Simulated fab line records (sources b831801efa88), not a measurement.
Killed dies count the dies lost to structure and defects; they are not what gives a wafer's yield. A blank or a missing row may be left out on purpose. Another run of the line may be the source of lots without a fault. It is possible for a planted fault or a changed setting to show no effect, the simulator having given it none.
A lot that was struck, set against a sound lot | flow sky130 | 15 out of 708 route steps
Sound: the wafers L264.2, L264.4, L264.6. Struck: wafers L257.2, L257.5, L257.6. The cause is given at the end.
At each step with rows: each side's tool, then ch and its chambers, then its first start. Under that, the readings that differ: sound wafers | struck wafers | difference of the means | sigmas: that difference in standard deviations of wafers without a fault.
alike: a reading whose means differ by less than 2 such deviations, as well as words and numbers matching on both sides. not compared: withheld readings; readings where some wafer has no value; bounds like >300 that might hide an equal value; numbers whose values overlap and for which the record gives no deviation.
A row with sigmas, a row that says differs or no value, or rows on one side alone: a step with any of these is where the two part. Numbers that have no deviation but don't overlap get no sigmas and don't part them. A reading missing from all wafers of one side parts the sides only when that side holds two or more wafers.

SKY_VIA3_STRIP_16: strips in O2/N2.
  sound on plasmaAsher-02 ch 0,1, day 44 23:38; struck on plasmaAsher-04 ch 0,1, day 42 12:44
reading                  | sound       | struck      | difference | sigmas
drypumpMotorCurrentA (A) | 5.0 4.9 5.6 | 6.1 6.1 6.0 | +0.9       | +2
  alike: oesProductAu, stripTimeToEndpointS
  not compared: rfHoursCounterH
then, 3 steps without rows for these wafers: SKY_VIA3_STRIP_17 (strips in post etch residue remover, time 1200 s); SKY_VIA3_CLEAN_18 (cleans in IPA, time 180 s); SKY_VIA3_CLEAN_19 (cleans in O3/DIW).
SKY_VIA3_SPUTTER_20: material TiN, target thk 20 nm, time 80 s.
  struck on pvdSputter-02, day 42 13:20; sound on pvdSputter-03, day 45 00:14
  alike: chamberPressurePa, throttleValvePct
then, 1 step without rows for these wafers: SKY_VIA3_CVD_21 (deposits W, target thk 390 nm, time 117.31 s).
SKY_VIA3_RS_MEAS_22: the measuring method here is four-point-probe.
  struck on filmMetro-04, day 42 13:32; sound on filmMetro-03, day 45 00:27
  alike: VIA3_W_RS
SKY_VIA3_THK_MEAS_23: measures by xrf.
  struck on filmMetro-04, day 42 13:39; sound on filmMetro-03, day 45 00:34
  alike: VIA3_W_THK
SKY_VIA3_CMP_24: polishes, stops on SiO2, t overpolish 20 s, target thk 0 nm.
  sound on cmp-01 ch 0,1,3, day 45 00:37; struck on cmp-01 ch 0,3, day 42 13:45
  alike: motorCurrentA, overpolishRunS, timeToEndpointS
then, 1 step without rows for these wafers: SKY_METAL4_SPUTTER_00 (material Ti, target thk 15 nm, time 10 s).
SKY_METAL4_SPUTTER_01: material TiN, target thk 20 nm, time 16.7 s.
  struck on pvdSputter-01, day 42 14:01; sound on pvdSputter-02, day 45 00:56
  alike: chamberPressurePa, throttleValvePct
then, 1 step without rows for these wafers: SKY_METAL4_SPUTTER_02 (material AlCu, target thk 735 nm, time 39.1 s).
SKY_METAL4_SPUTTER_03: material Ti, target thk 5 nm, time 3.3 s.
  struck on pvdSputter-01, day 42 14:05; sound on pvdSputter-02, day 45 00:59
reading                | sound                | struck               | difference | sigmas
chamberPressurePa (Pa) | 0.3993 0.3997 0.4000 | 0.3510 0.3499 0.3511 | -0.0490    | -62
  alike: throttleValvePct
SKY_METAL4_SPUTTER_04: material TiN, target thk 70 nm, time 58.3 s.
  struck on pvdSputter-01, day 42 14:06; sound on pvdSputter-02, day 45 01:01
  alike: chamberPressurePa, throttleValvePct
-- the record jumps here: 6 days lie between the struck wafers' starts before and after (it left off in module METAL4 and takes up again in module PAD_OPEN, whose first step shown is number 708 of the route) --
SKY_PAD_OPEN_PROBE_99:
  struck on prober-02, day 48 03:06; sound on prober-02, day 50 03:54
  alike: defectLimitedYield, killed_at_M0_to_M3, killed_at_M4_up, killedAtContacts, killedAtFrontEnd, killedAtOther, killedDies, killedOpen, killedShort, sort_bin_3_pad_short, sort_bin_5_function, sort_bin_6_memory, sortNPass, sortYieldPct

== WHERE THEY PART ==
Last at SKY_METAL4_SPUTTER_03 as far as this record goes, first at SKY_VIA3_STRIP_16. Later steps at which nothing parts them and some readings are alike: SKY_METAL4_SPUTTER_04, SKY_PAD_OPEN_PROBE_99.

WHY: what the simulator had put in
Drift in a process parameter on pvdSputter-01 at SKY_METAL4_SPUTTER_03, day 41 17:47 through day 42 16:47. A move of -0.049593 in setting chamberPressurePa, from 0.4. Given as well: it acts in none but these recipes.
